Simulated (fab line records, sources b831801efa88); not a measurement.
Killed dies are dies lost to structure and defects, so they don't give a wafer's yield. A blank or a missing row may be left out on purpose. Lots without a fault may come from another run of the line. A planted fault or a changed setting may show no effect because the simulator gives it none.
Which tool did it? | flow sky130 | 12 lots, 36 wafers sampled, at 3 steps of a route of 708

WHAT THE GAUGES READ, wafer by wafer
SKY_LI_CONTACT_CD_MEAS_12: target cd 170 nm.
lot  | measured     | on        | cd_nm (nm)
L110 | day 29 00:52 | cd_sem-02 | 171.9 169.0 169.9
L111 | day 29 12:10 | cd_sem-01 | 172.7 173.4 171.0
L112 | day 29 20:10 | cd_sem-01 | 167.2 168.0 168.1
L113 | day 30 23:48 | cd_sem-01 | 173.4 171.6 172.2
L114 | day 31 06:54 | cd_sem-02 | 171.4 171.2 170.8
L115 | day 31 08:25 | cd_sem-01 | 168.1 168.8 168.4
L117 | day 31 18:07 | cd_sem-01 | 167.9 167.9 167.9
L118 | day 32 04:35 | cd_sem-01 | 168.0 169.6 169.2
L119 | day 32 12:10 | cd_sem-01 | 168.9 170.4 169.7
L129 | day 35 09:00 | cd_sem-01 | 164.8 164.9 164.3
L130 | day 36 08:37 | cd_sem-01 | 170.3 171.0 170.9
L131 | day 36 13:04 | cd_sem-02 | 170.9 171.0 171.8

SKY_CONTACT_BOW_MEAS_05.
lot  | measured     | on            | CONTACT_BOW (um)
L110 | day 30 07:13 | film_metro-03 | 73 85 85
L111 | day 30 18:38 | film_metro-01 | 93 86 88
L112 | day 31 01:58 | film_metro-04 | 72 76 86
L113 | day 32 04:56 | film_metro-03 | 81 84 89
L114 | day 32 13:11 | film_metro-04 | 92 94 96
L115 | day 32 14:41 | film_metro-04 | 88 83 91
L117 | day 33 00:27 | film_metro-03 | 83 69 83
L118 | day 33 10:45 | film_metro-01 | 83 85 84
L119 | day 33 18:34 | film_metro-03 | 77 85 86
L129 | day 36 12:35 | film_metro-04 | 85 87 84
L130 | day 37 13:34 | film_metro-01 | 86 86 86
L131 | day 37 18:03 | film_metro-01 | 85 84 64

WHICH TOOL RAN EACH LOT (tool, then ch and the chambers of the sampled wafers, then the start)
lot  | SKY_LI_CONTACT_DEVELOP_11
L110 | litho_track-01 ch 0, day 29 00:00
L111 | litho_track-03 ch 0, day 29 12:00
L112 | litho_track-02 ch 0, day 29 20:00
L113 | litho_track-01 ch 0, day 30 23:00
L114 | litho_track-01 ch 0, day 31 06:00
L115 | litho_track-02 ch 0, day 31 08:00
L117 | litho_track-02 ch 0, day 31 17:00
L118 | litho_track-03 ch 0, day 32 04:00
L119 | litho_track-01 ch 0, day 32 12:00
L129 | litho_track-01 ch 0, day 35 08:00
L130 | litho_track-03 ch 0, day 36 08:00
L131 | litho_track-02 ch 0, day 36 12:00
- SKY_LI_CONTACT_DEVELOP_11: develop time 60 s.

WHAT THE TOOLS THEMSELVES READ (means of the sampled wafers that have a number; where no wafer has one, the mark that the record gives instead)
The record holds no such reading with a usual standard deviation.

THE ANSWER, worked out from the rows above alone
Rule: what is usual is taken from the lots themselves. Put in order of their means at a reading, lots are off if they are a third of the lots or fewer, leave a main group of 4 or more, and stand apart from it by a gap of 3 or more times the standard deviation of the main group's means; of several such gaps the widest counts. A main group whose means are all the same, to the digits that the tables above print for the reading, isn't used. A lot without any number at a reading at which 4 lots or more have one is off too. The other lots that the step has rows for count as sound. The gauges are gone through in route order, then the tools' own readings, and for those a lot's mean is taken as printed above. The first step at which some lot is off is used, and at that step the reading that is off furthest; a lot without a number counts as furthest.
No lot is off at any reading shown: from this, nothing can be told.

WHAT THE SIMULATOR HAD PUT IN
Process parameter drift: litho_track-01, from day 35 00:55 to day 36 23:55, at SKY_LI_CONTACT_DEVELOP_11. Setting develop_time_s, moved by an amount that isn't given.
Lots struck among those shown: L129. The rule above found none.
